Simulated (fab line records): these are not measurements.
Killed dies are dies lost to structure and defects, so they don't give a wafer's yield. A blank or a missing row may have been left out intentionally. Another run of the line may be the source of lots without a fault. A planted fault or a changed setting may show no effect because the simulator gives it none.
2 desks, one fault :: flow gf180mcu :: numbers are kept per desk, each desk with only its own; the story behind them comes last

## TOOL OWNER'S DESK, litho-track-04
The tool's own readings at GF_M4_PEB_12 (peb time 90 s): means of the sampled wafers that have a number, for each lot that ran on this tool. Any lot whose mean is over 4 standard deviations away from the usual mean is out of limits and marked OUT; that distance is given in the brackets.
Columns: A = heater-power-total-W at GF_M4_PEB_12, usual 85.69 W; B = plate-temp-C at GF_M4_PEB_12, usual 135.01 C
lot: L976
first seen here: day 23 12:49
A: 85.67
B: 134.77

lot: L978
first seen here: day 24 08:02
A: 85.67
B: 135.17

lot: L981
first seen here: day 25 18:03
A: 85.71
B: 135.14

lot: L990
first seen here: day 28 16:15
A: 81.24 (-56) OUT
B: 129.85 (-32) OUT

lot: L992
first seen here: day 29 00:38
A: 81.23 (-56) OUT
B: 129.58 (-34) OUT
This desk finds L990, L992 out of limits, L990 being first, at day 28 16:15 (heater-power-total-W at GF_M4_PEB_12). L976, L978, L981: within limits.

## FROM THE METROLOGY DESK
What the gauges read for every lot (on any tool): the sampled wafers with a number, averaged. Any lot whose mean is over 4 standard deviations away from the usual mean is out of limits and marked OUT; that distance is given in the brackets.
Columns: A = cd-nm at GF_M4_CD_MEAS_14, usual 279.9 nm
lot: L975
first seen here: day 22 18:46
A: 278.6

lot: L976
first seen here: day 23 13:08
A: 280.2

lot: L978
first seen here: day 24 08:22
A: 279.6

lot: L980
first seen here: day 25 05:23
A: 280.6

lot: L981
first seen here: day 25 18:24
A: 280.6

lot: L982
first seen here: day 25 19:24
A: 278.0

lot: L983
first seen here: day 26 16:32
A: 280.5

lot: L990
first seen here: day 28 16:36
A: 299.4 (+16) OUT

lot: L992
first seen here: day 29 00:58
A: 298.6 (+16) OUT

lot: L993
first seen here: day 29 06:57
A: 278.3

lot: L994
first seen here: day 29 10:39
A: 280.9

lot: L998
first seen here: day 30 07:56
A: 280.6
This desk finds L990, L992 out of limits, L990 being first, at day 28 16:36 (cd-nm at GF_M4_CD_MEAS_14). L975, L976, L978, L980, L981, L982, L983, L993, L994, L998: within limits.

## ALL TOGETHER
At day 28 16:15, on L990, L992, the tool owner's desk was in a position to raise an alarm.
The metrology desk could have raised an alarm at day 28 16:36, on L990, L992.
GF_M4_PEB_12 was run on litho-track-04 by each of the lots named.

## WHAT HAD BEEN PUT IN BY THE SIMULATOR
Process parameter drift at GF_M4_PEB_12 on litho-track-04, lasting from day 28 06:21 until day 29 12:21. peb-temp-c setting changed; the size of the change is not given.
Lots struck among those shown: L990, L992.
Counting hours from when the fault started, the first reading out of limits came at 10 for the tool owner's desk and at 10 for the metrology desk.
